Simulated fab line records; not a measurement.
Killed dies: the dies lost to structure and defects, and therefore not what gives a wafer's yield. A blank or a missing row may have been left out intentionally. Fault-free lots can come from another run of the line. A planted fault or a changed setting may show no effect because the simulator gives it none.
Code-filled problem report in 8D (eight disciplines) form    flow gf180mcu    the parts of the form that need people (team, actions taken, sign-off) are left out

== 1. THE ISSUE ==
Wafers free of any fault read 602 nm (standard deviation 7.3) for V4_CVD_00_THK at GF_V4_THK_MEAS_01, against a mean of 538 nm on 6 wafers of 2 lots. Measured from the usual mean, that is -8.7 standard deviations.
First seen on wafer L187.2, day 28 02:45, on film metro-01. At this step, 39 wafers from 13 lots have a number in the record. The rule behind "out" and "out of limits": a value lying over 4 standard deviations away from the usual mean. The other wafers with a number count as sound.

== 2. WHAT THIS IS AND IS NOT ==
question                     is                            is not
which readings at this step  V4_CVD_00_THK                 -
which lots                   L187, L188                    L173, L174, L175, L176, L177, L178, L179, L189, L190, L194, L196
which wafers of those lots   all that have a number        -
read on which gauges         film metro-01, film metro-03  film metro-04
when                         from day 28 02:45             up to then (21 sound wafers); but 12 sound wafers of L189, L190, L194, L196 came after

== 3. THE SUSPECTS, EACH WITH WHAT RULES IT OUT ==
Counting: a tool stays on the suspect list if, at a process step up to the reading, it processed all lots that are out and no sound lot following the first of them.
- ruled out: the gauge at GF_V4_THK_MEAS_01. The wafers that are out were read on 2 gauges (film metro-01, film metro-03).
- hdpcvd-01 at GF_V4_CVD_00 (deposits SiO2, target thk 600 nm, time 100 s): kept. Every lot that is out went through it, starting with L187 (day 28 02:40), and after that it ran no sound lot; the last sound lot it ran before then is L177 (day 24 19:34).
Left after counting: hdpcvd-01 at GF_V4_CVD_00.

== 4. THE CAUSE (what the simulator had put in) ==
Site profile drift: hdpcvd-01, from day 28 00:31 on, at GF_V4_CVD_00. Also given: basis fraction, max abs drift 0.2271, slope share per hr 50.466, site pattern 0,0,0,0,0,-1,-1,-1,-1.
Only this tool survived the counting.

== 5. THE CHAIN OF EFFECTS, in route order ==
Each row: a reading whose mean over the struck wafers that have a number lies more than 3 standard deviations from the usual. Only readings for which the record gives a usual standard deviation are gone through. hours: the time from each lot's start at the first step in this table that gives one to its start at this step, as a median over the lots. sigmas: the change in usual standard deviations.
hours  step               reading        usual   on struck wafers  change  sigmas
0      GF_V4_THK_MEAS_01  V4_CVD_00_THK  602 nm  538               -64     -8.7

== 6. HOW IT WOULD HAVE BEEN CAUGHT EARLIER ==
Counted from the fault's start at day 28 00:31, it took 2 hours until the first out-of-limits reading at a measuring or inspecting step in this record, taken at day 28 02:45.
Among the 2 lots that are out, L188 began GF_V4_CVD_00 on hdpcvd-01 after day 28 02:45. A tool hold placed at that time would have kept it from harm.
